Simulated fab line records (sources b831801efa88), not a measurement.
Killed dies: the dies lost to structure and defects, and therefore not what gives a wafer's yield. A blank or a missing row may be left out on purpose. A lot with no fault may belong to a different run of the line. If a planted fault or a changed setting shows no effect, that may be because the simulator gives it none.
Which tool is to blame? | flow sky130 | 24 lots, 72 wafers sampled, at 6 steps of a route of 708

WHAT THE GAUGES READ, wafer by wafer
The record holds no reading of a measuring or inspecting step that can be judged against a usual standard deviation.

WHICH TOOL RAN EACH LOT (tool, then ch and the chambers of the sampled wafers, then the start)
lot  | SKY_METAL2_SPUTTER_01        | SKY_VIA2_SPUTTER_20          | SKY_METAL3_SPUTTER_02        | SKY_VIA3_STRIP_16                    | SKY_VIA3_CVD_21               | SKY_METAL4_STRIP_19
L074 | pvd-sputter-04, day 33 18:30 | pvd-sputter-04, day 36 02:13 | pvd-sputter-02, day 36 02:56 | plasma-asher-04 ch 0,1, day 39 10:05 | cvd-w-02 ch 0,1, day 39 10:44 | plasma-asher-02 ch 0,1, day 41 12:51
L075 | pvd-sputter-03, day 33 23:51 | pvd-sputter-03, day 36 06:22 | pvd-sputter-02, day 36 07:05 | plasma-asher-03 ch 0,1, day 39 14:59 | cvd-w-01 ch 0,1, day 39 15:38 | plasma-asher-02 ch 0,1, day 41 18:25
L076 | pvd-sputter-03, day 34 10:07 | pvd-sputter-03, day 36 16:59 | pvd-sputter-01, day 36 17:42 | plasma-asher-03 ch 0,1, day 40 00:07 | cvd-w-01 ch 0,1, day 40 01:08 | plasma-asher-03 ch 0,1, day 42 02:26
L077 | pvd-sputter-03, day 34 17:35 | pvd-sputter-03, day 37 00:00 | pvd-sputter-01, day 37 00:43 | plasma-asher-03 ch 0,1, day 40 06:29 | cvd-w-01 ch 0,1, day 40 07:08 | plasma-asher-03 ch 0,1, day 42 07:41
L078 | pvd-sputter-04, day 35 06:36 | pvd-sputter-04, day 37 12:17 | pvd-sputter-02, day 37 13:00 | plasma-asher-04 ch 0,1, day 40 18:16 | cvd-w-02 ch 0,1, day 40 18:55 | plasma-asher-02 ch 0,1, day 42 20:04
L079 | pvd-sputter-04, day 35 13:18 | pvd-sputter-04, day 37 19:13 | pvd-sputter-03, day 37 19:56 | plasma-asher-03 ch 0,1, day 41 00:52 | cvd-w-02 ch 0,1, day 41 01:32 | plasma-asher-01 ch 0,1, day 43 03:13
L081 | pvd-sputter-04, day 35 23:58 | pvd-sputter-01, day 38 06:20 | pvd-sputter-02, day 38 07:04 | plasma-asher-03 ch 0,1, day 41 11:41 | cvd-w-01 ch 0,1, day 41 12:20 | plasma-asher-01 ch 0,1, day 43 12:49
L080 | pvd-sputter-03, day 36 07:31 | pvd-sputter-04, day 38 14:07 | pvd-sputter-03, day 38 14:50 | plasma-asher-03 ch 0,1, day 41 19:19 | cvd-w-02 ch 0,1, day 41 19:59 | plasma-asher-01 ch 0,1, day 43 20:25
L082 | pvd-sputter-03, day 36 12:43 | pvd-sputter-03, day 38 18:49 | pvd-sputter-01, day 38 19:32 | plasma-asher-03 ch 0,1, day 42 00:20 | cvd-w-02 ch 0,1, day 42 01:01 | plasma-asher-02 ch 0,1, day 44 00:52
L083 | pvd-sputter-04, day 37 08:49 | pvd-sputter-04, day 39 15:05 | pvd-sputter-01, day 39 15:49 | plasma-asher-02 ch 0,1, day 42 17:47 | cvd-w-01 ch 1, day 42 18:26   | plasma-asher-02 ch 0,1, day 44 17:55
L084 | pvd-sputter-03, day 38 03:54 | pvd-sputter-04, day 40 08:52 | pvd-sputter-02, day 40 09:35 | plasma-asher-04 ch 0,1, day 43 10:50 | cvd-w-01 ch 0,1, day 43 11:30 | plasma-asher-02 ch 0,1, day 45 09:42
L085 | pvd-sputter-04, day 38 05:35 | pvd-sputter-01, day 40 09:59 | pvd-sputter-02, day 40 10:42 | plasma-asher-02 ch 0,1, day 43 12:40 | cvd-w-02 ch 0,1, day 43 13:23 | plasma-asher-01 ch 0,1, day 45 11:51
L086 | pvd-sputter-04, day 38 08:53 | pvd-sputter-04, day 40 13:03 | pvd-sputter-01, day 40 13:46 | plasma-asher-04 ch 1, day 43 15:02   | cvd-w-01 ch 0,1, day 43 15:41 | plasma-asher-01 ch 0, day 45 13:45
L087 | pvd-sputter-02, day 38 09:48 | pvd-sputter-01, day 40 14:02 | pvd-sputter-02, day 40 14:58 | plasma-asher-03 ch 0,1, day 43 16:19 | cvd-w-02 ch 0,1, day 43 17:00 | plasma-asher-01 ch 0,1, day 45 14:52
L088 | pvd-sputter-03, day 38 15:52 | pvd-sputter-04, day 40 19:38 | pvd-sputter-01, day 40 20:22 | plasma-asher-04 ch 0,1, day 43 22:08 | cvd-w-02 ch 0,1, day 43 22:48 | plasma-asher-03 ch 0,1, day 45 19:30
L089 | pvd-sputter-03, day 38 19:44 | pvd-sputter-01, day 40 23:16 | pvd-sputter-02, day 40 23:59 | plasma-asher-04 ch 0,1, day 44 01:05 | cvd-w-01 ch 0,1, day 44 01:45 | plasma-asher-02 ch 0,1, day 45 22:24
L090 | pvd-sputter-04, day 38 22:02 | pvd-sputter-04, day 41 01:23 | pvd-sputter-03, day 41 02:07 | plasma-asher-04 ch 0,1, day 44 02:28 | cvd-w-02 ch 0,1, day 44 03:07 | plasma-asher-01 ch 0,1, day 45 23:45
L092 | pvd-sputter-02, day 39 13:58 | pvd-sputter-01, day 41 17:08 | pvd-sputter-03, day 41 17:51 | plasma-asher-02 ch 0,1, day 44 16:41 | cvd-w-01 ch 0,1, day 44 17:20 | plasma-asher-01 ch 0,1, day 46 13:32
L091 | pvd-sputter-03, day 39 14:47 | pvd-sputter-04, day 41 17:40 | pvd-sputter-02, day 41 18:23 | plasma-asher-02 ch 0,1, day 44 17:34 | cvd-w-01 ch 0,1, day 44 18:13 | plasma-asher-02 ch 0,1, day 46 14:04
L093 | pvd-sputter-04, day 39 18:38 | pvd-sputter-03, day 41 22:10 | pvd-sputter-02, day 41 22:53 | plasma-asher-02 ch 0,1, day 44 21:37 | cvd-w-01 ch 0,1, day 44 22:38 | plasma-asher-02 ch 0,1, day 46 17:37
L094 | pvd-sputter-04, day 40 03:07 | pvd-sputter-03, day 42 06:23 | pvd-sputter-03, day 42 07:06 | plasma-asher-04 ch 0,1, day 45 03:29 | cvd-w-01 ch 0,1, day 45 04:08 | plasma-asher-01 ch 0,1, day 46 21:43
L095 | pvd-sputter-04, day 40 07:42 | pvd-sputter-03, day 42 09:16 | pvd-sputter-01, day 42 09:59 | plasma-asher-02 ch 0,1, day 45 08:16 | cvd-w-02 ch 0,1, day 45 08:55 | plasma-asher-03 ch 1, day 47 04:01
L096 | pvd-sputter-03, day 40 09:46 | pvd-sputter-01, day 42 12:25 | pvd-sputter-01, day 42 13:16 | plasma-asher-02 ch 1, day 45 12:13   | cvd-w-02 ch 0,1, day 45 12:55 | plasma-asher-01 ch 0,1, day 47 07:29
L097 | pvd-sputter-03, day 40 22:06 | pvd-sputter-04, day 43 00:26 | pvd-sputter-03, day 43 01:09 | plasma-asher-04 ch 0,1, day 45 20:26 | cvd-w-01 ch 0,1, day 45 21:05 | plasma-asher-03 ch 0,1, day 47 14:21
- SKY_METAL2_SPUTTER_01: material TiN, target thk 20 nm, time 16.7 s.
- SKY_VIA2_SPUTTER_20: material TiN, target thk 20 nm, time 80 s.
- SKY_METAL3_SPUTTER_02: material AlCu, target thk 735 nm, time 39.1 s.
- SKY_VIA3_STRIP_16: strips in O2/N2.
- SKY_VIA3_CVD_21: deposits W, target thk 390 nm, time 117.31 s.
- SKY_METAL4_STRIP_19: strips in O2/N2.

AS READ BY THE TOOLS THEMSELVES (means over the sampled wafers that have a number; for cases with no such wafer, the mark the record gives instead)
SKY_METAL2_SPUTTER_01. Usual: cathode-dc-power-W 6499.9 W, standard deviation 1.3; throttle-valve-pct 30.9 %, standard deviation 0.88.
lot  | tool           | cathode-dc-power-W (W) | throttle-valve-pct (%) | flag
L074 | pvd-sputter-04 | 6499.7                 | 31.1                   |
L075 | pvd-sputter-03 | 6501.4                 | 30.2                   |
L076 | pvd-sputter-03 | 6499.0                 | 29.4                   |
L077 | pvd-sputter-03 | 6498.1                 | 31.0                   |
L078 | pvd-sputter-04 | 6499.4                 | 31.1                   |
L079 | pvd-sputter-04 | 6500.6                 | 31.0                   |
L081 | pvd-sputter-04 | 6500.8                 | 31.3                   |
L080 | pvd-sputter-03 | 6499.9                 | 30.6                   |
L082 | pvd-sputter-03 | 6500.9                 | 31.1                   |
L083 | pvd-sputter-04 | 6499.6                 | 31.1                   |
L084 | pvd-sputter-03 | 6499.8                 | 29.9                   |
L085 | pvd-sputter-04 | 6499.6                 | 31.0                   |
L086 | pvd-sputter-04 | 6500.3                 | 31.5                   |
L087 | pvd-sputter-02 | 6500.0                 | 30.9                   |
L088 | pvd-sputter-03 | 6499.1                 | 31.0                   |
L089 | pvd-sputter-03 | 6499.3                 | 30.4                   |
L090 | pvd-sputter-04 | 6499.5                 | 31.5                   |
L092 | pvd-sputter-02 | 6500.4                 | 31.2                   |
L091 | pvd-sputter-03 | 6500.3                 | 30.7                   |
L093 | pvd-sputter-04 | 6500.3                 | 31.5                   |
L094 | pvd-sputter-04 | 6499.3                 | 31.3                   |
L095 | pvd-sputter-04 | 6500.2                 | 30.8                   |
L096 | pvd-sputter-03 | 6499.5                 | 29.9                   |
L097 | pvd-sputter-03 | 6499.2                 | 29.8                   |

SKY_VIA2_SPUTTER_20. Usual: cathode-dc-power-W 4000.1 W, standard deviation 0.71; throttle-valve-pct 30.8 %, standard deviation 0.81.
lot  | tool           | cathode-dc-power-W (W) | throttle-valve-pct (%) | flag
L074 | pvd-sputter-04 | 3999.7                 | 31.2                   |
L075 | pvd-sputter-03 | 3999.0                 | 30.6                   |
L076 | pvd-sputter-03 | 3999.9                 | 30.6                   |
L077 | pvd-sputter-03 | 4000.7                 | 30.6                   |
L078 | pvd-sputter-04 | 3999.4                 | 31.7                   |
L079 | pvd-sputter-04 | 4000.7                 | 31.1                   |
L081 | pvd-sputter-01 | 4000.6                 | 30.7                   |
L080 | pvd-sputter-04 | 4000.4                 | 31.3                   |
L082 | pvd-sputter-03 | 3999.8                 | 30.1                   |
L083 | pvd-sputter-04 | 4000.1                 | 31.4                   |
L084 | pvd-sputter-04 | 4000.1                 | 31.4                   |
L085 | pvd-sputter-01 | 4000.6                 | 30.3                   |
L086 | pvd-sputter-04 | 4000.2                 | 31.3                   |
L087 | pvd-sputter-01 | 3999.7                 | 30.5                   |
L088 | pvd-sputter-04 | 4000.2                 | 31.8                   |
L089 | pvd-sputter-01 | 3999.8                 | 30.2                   |
L090 | pvd-sputter-04 | 4000.3                 | 31.6                   |
L092 | pvd-sputter-01 | 3999.6                 | 30.5                   |
L091 | pvd-sputter-04 | 4000.0                 | 31.8                   |
L093 | pvd-sputter-03 | 4000.5                 | 30.1                   |
L094 | pvd-sputter-03 | 3999.3                 | 29.4                   |
L095 | pvd-sputter-03 | 3999.9                 | 29.9                   |
L096 | pvd-sputter-01 | 4000.2                 | 31.0                   |
L097 | pvd-sputter-04 | 4000.6                 | 31.4                   |

SKY_METAL3_SPUTTER_02. Usual: cathode-dc-power-W 10600 W, standard deviation 2; throttle-valve-pct 30.7 %, standard deviation 0.69.
lot  | tool           | cathode-dc-power-W (W) | throttle-valve-pct (%) | flag
L074 | pvd-sputter-02 | 10601                  | 31.0                   |
L075 | pvd-sputter-02 | 10599                  | 31.0                   |
L076 | pvd-sputter-01 | 10601                  | 30.2                   |
L077 | pvd-sputter-01 | 10599                  | 30.5                   |
L078 | pvd-sputter-02 | 10600                  | 31.0                   |
L079 | pvd-sputter-03 | 10601                  | 30.5                   |
L081 | pvd-sputter-02 | 10600                  | 31.2                   |
L080 | pvd-sputter-03 | 10599                  | 29.8                   |
L082 | pvd-sputter-01 | 10601                  | 30.6                   |
L083 | pvd-sputter-01 | 10601                  | 30.7                   |
L084 | pvd-sputter-02 | 10599                  | 31.1                   |
L085 | pvd-sputter-02 | 10600                  | 31.1                   |
L086 | pvd-sputter-01 | 10602                  | 30.2                   |
L087 | pvd-sputter-02 | 10598                  | 30.8                   |
L088 | pvd-sputter-01 | 10599                  | 30.5                   |
L089 | pvd-sputter-02 | 10599                  | 31.0                   |
L090 | pvd-sputter-03 | 10599                  | 30.1                   |
L092 | pvd-sputter-03 | 10598                  | 31.1                   |
L091 | pvd-sputter-02 | 10598                  | 31.1                   |
L093 | pvd-sputter-02 | 10601                  | 31.1                   |
L094 | pvd-sputter-03 | 10601                  | 30.9                   |
L095 | pvd-sputter-01 | 10600                  | 30.4                   |
L096 | pvd-sputter-01 | 10601                  | 30.5                   |
L097 | pvd-sputter-03 | 10602                  | 30.2                   |

SKY_VIA3_STRIP_16. Usual: drypump-motor-current-A 5.7 A, standard deviation 0.32; o2-flow-sccm 3000 sccm, standard deviation 9; oes-product-au 0.401 a.u., standard deviation 0.0048; strip-time-to-endpoint-s 4.11 s, standard deviation 0.034.
lot  | tool            | drypump-motor-current-A (A) | o2-flow-sccm (sccm) | oes-product-au (a.u.) | strip-time-to-endpoint-s (s) | flag
L074 | plasma-asher-04 | 6.1                         | 2996                | 0.400                 | 4.10                         |
L075 | plasma-asher-03 | 5.3                         | 3002                | 0.397                 | 4.08                         |
L076 | plasma-asher-03 | 5.4                         | 3008                | 0.401                 | 4.12                         |
L077 | plasma-asher-03 | 5.3                         | 3008                | 0.401                 | 4.07                         |
L078 | plasma-asher-04 | 6.1                         | 2998                | 0.408                 | 4.16                         |
L079 | plasma-asher-03 | 5.3                         | 2996                | 0.400                 | 4.12                         |
L081 | plasma-asher-03 | 5.3                         | 2997                | 0.399                 | 4.11                         |
L080 | plasma-asher-03 | 5.4                         | 3002                | 0.401                 | 4.11                         |
L082 | plasma-asher-03 | 5.5                         | 3000                | 0.392                 | 4.08                         |
L083 | plasma-asher-02 | 5.6                         | 2998                | 0.399                 | 4.09                         |
L084 | plasma-asher-04 | 5.9                         | 3005                | 0.398                 | 4.08                         |
L085 | plasma-asher-02 | 5.6                         | 3003                | 0.396                 | 4.07                         |
L086 | plasma-asher-04 | 5.8                         | 2994                | 0.403                 | 4.12                         |
L087 | plasma-asher-03 | 5.3                         | 2991                | 0.403                 | 4.12                         |
L088 | plasma-asher-04 | 5.9                         | 3001                | 0.403                 | 4.12                         |
L089 | plasma-asher-04 | 6.1                         | 2999                | 0.401                 | 4.11                         |
L090 | plasma-asher-04 | 6.1                         | 2993                | 0.401                 | 4.07                         |
L092 | plasma-asher-02 | 5.6                         | 3001                | 0.398                 | 4.10                         |
L091 | plasma-asher-02 | 5.6                         | 2991                | 0.397                 | 4.06                         |
L093 | plasma-asher-02 | 5.6                         | 2997                | 0.404                 | 4.15                         |
L094 | plasma-asher-04 | 5.9                         | 3010                | 0.403                 | 4.15                         |
L095 | plasma-asher-02 | 5.6                         | 2998                | 0.402                 | 4.06                         |
L096 | plasma-asher-02 | 5.4                         | 3005                | 0.406                 | 4.13                         |
L097 | plasma-asher-04 | 5.9                         | 3006                | 0.402                 | 4.11                         |

SKY_VIA3_CVD_21. Usual: heater-power-outer-w 540 W, standard deviation 41; heater-power-w 834 W, standard deviation 54; susceptor-temp-C 399.95 C, standard deviation 0.24.
lot  | tool     | heater-power-outer-w (W) | heater-power-w (W) | susceptor-temp-C (C) | flag
L074 | cvd-w-02 | 562                      | 853                | 399.99               |
L075 | cvd-w-01 | 542                      | 844                | 399.99               |
L076 | cvd-w-01 | 542                      | 841                | 399.87               |
L077 | cvd-w-01 | 533                      | 841                | 400.08               |
L078 | cvd-w-02 | 566                      | 844                | 399.85               |
L079 | cvd-w-02 | 559                      | 852                | 399.86               |
L081 | cvd-w-01 | 543                      | 841                | 400.41               |
L080 | cvd-w-02 | 570                      | 855                | 400.00               |
L082 | cvd-w-02 | 517                      | 804                | 400.18               |
L083 | cvd-w-01 | 530                      | 829                | 399.78               |
L084 | cvd-w-01 | 534                      | 840                | 399.92               |
L085 | cvd-w-02 | 525                      | 805                | 399.61               |
L086 | cvd-w-01 | 540                      | 843                | 400.19               |
L087 | cvd-w-02 | 564                      | 860                | 399.99               |
L088 | cvd-w-02 | 525                      | 811                | 399.79               |
L089 | cvd-w-01 | 533                      | 841                | 400.02               |
L090 | cvd-w-02 | 567                      | 851                | 399.85               |
L092 | cvd-w-01 | 535                      | 844                | 400.07               |
L091 | cvd-w-01 | 537                      | 847                | 399.96               |
L093 | cvd-w-01 | 530                      | 832                | 399.62               |
L094 | cvd-w-01 | 545                      | 850                | 399.93               |
L095 | cvd-w-02 | 528                      | 792                | 400.09               |
L096 | cvd-w-02 | 528                      | 799                | 400.14               |
L097 | cvd-w-01 | 533                      | 850                | 399.84               |

SKY_METAL4_STRIP_19. Usual: drypump-motor-current-A 5.60 A, standard deviation 0.27; o2-flow-sccm 3000 sccm, standard deviation 8.4; oes-product-au 0.497 a.u., standard deviation 0.0067; strip-time-to-endpoint-s 6.40 s, standard deviation 0.11.
lot  | tool            | drypump-motor-current-A (A) | o2-flow-sccm (sccm) | oes-product-au (a.u.) | strip-time-to-endpoint-s (s) | flag
L074 | plasma-asher-02 | 5.55                        | 2998                | 0.489                 | 6.25                         |
L075 | plasma-asher-02 | 5.56                        | 3001                | 0.490                 | 6.22                         |
L076 | plasma-asher-03 | 5.31                        | 2989                | 0.494                 | 6.35                         |
L077 | plasma-asher-03 | 5.47                        | 2996                | 0.492                 | 6.28                         |
L078 | plasma-asher-02 | 5.64                        | 3007                | 0.494                 | 6.36                         |
L079 | plasma-asher-01 | 5.63                        | 3001                | 0.496                 | 6.37                         |
L081 | plasma-asher-01 | 5.61                        | 3006                | 0.500                 | 6.48                         |
L080 | plasma-asher-01 | 5.62                        | 2990                | 0.496                 | 6.36                         |
L082 | plasma-asher-02 | 5.55                        | 2994                | 0.498                 | 6.36                         |
L083 | plasma-asher-02 | 5.65                        | 3001                | 0.494                 | 6.36                         |
L084 | plasma-asher-02 | 5.64                        | 2997                | 0.486                 | 6.31                         |
L085 | plasma-asher-01 | 5.63                        | 2995                | 0.501                 | 6.54                         |
L086 | plasma-asher-01 | 6.03                        | 3007                | 0.504                 | 6.44                         |
L087 | plasma-asher-01 | 5.62                        | 3001                | 0.495                 | 6.40                         |
L088 | plasma-asher-03 | 5.47                        | 2998                | 0.503                 | 6.54                         |
L089 | plasma-asher-02 | 5.65                        | 3002                | 0.505                 | 6.50                         |
L090 | plasma-asher-01 | 5.60                        | 3010                | 0.497                 | 6.37                         |
L092 | plasma-asher-01 | 5.63                        | 3004                | 0.495                 | 6.34                         |
L091 | plasma-asher-02 | 5.63                        | 3002                | 0.501                 | 6.45                         |
L093 | plasma-asher-02 | 5.55                        | 3004                | 0.496                 | 6.41                         |
L094 | plasma-asher-01 | 5.62                        | 2995                | 0.497                 | 6.34                         |
L095 | plasma-asher-03 | 5.13                        | 2999                | 0.497                 | 6.48                         |
L096 | plasma-asher-01 | 5.81                        | 2994                | 0.501                 | 6.55                         |
L097 | plasma-asher-03 | 5.31                        | 3003                | 0.497                 | 6.46                         |

THE ANSWER, worked out from the rows above alone
Rule: lot off if the mean of its wafers having a number is beyond 3 standard deviations from the usual mean. A lot without any number at a reading at which 4 lots or more have one is off too. All remaining lots with rows at the step are treated as sound. After the gauges, taken in route order, come the tools' own readings; for these a lot's mean is taken, as printed above. At the first step where some lot is off, the reading lying furthest off is the one used; lots without a number count as furthest.
No lot is off at any reading shown: from this, nothing can be told.

WHAT THE SIMULATOR HAD INSERTED
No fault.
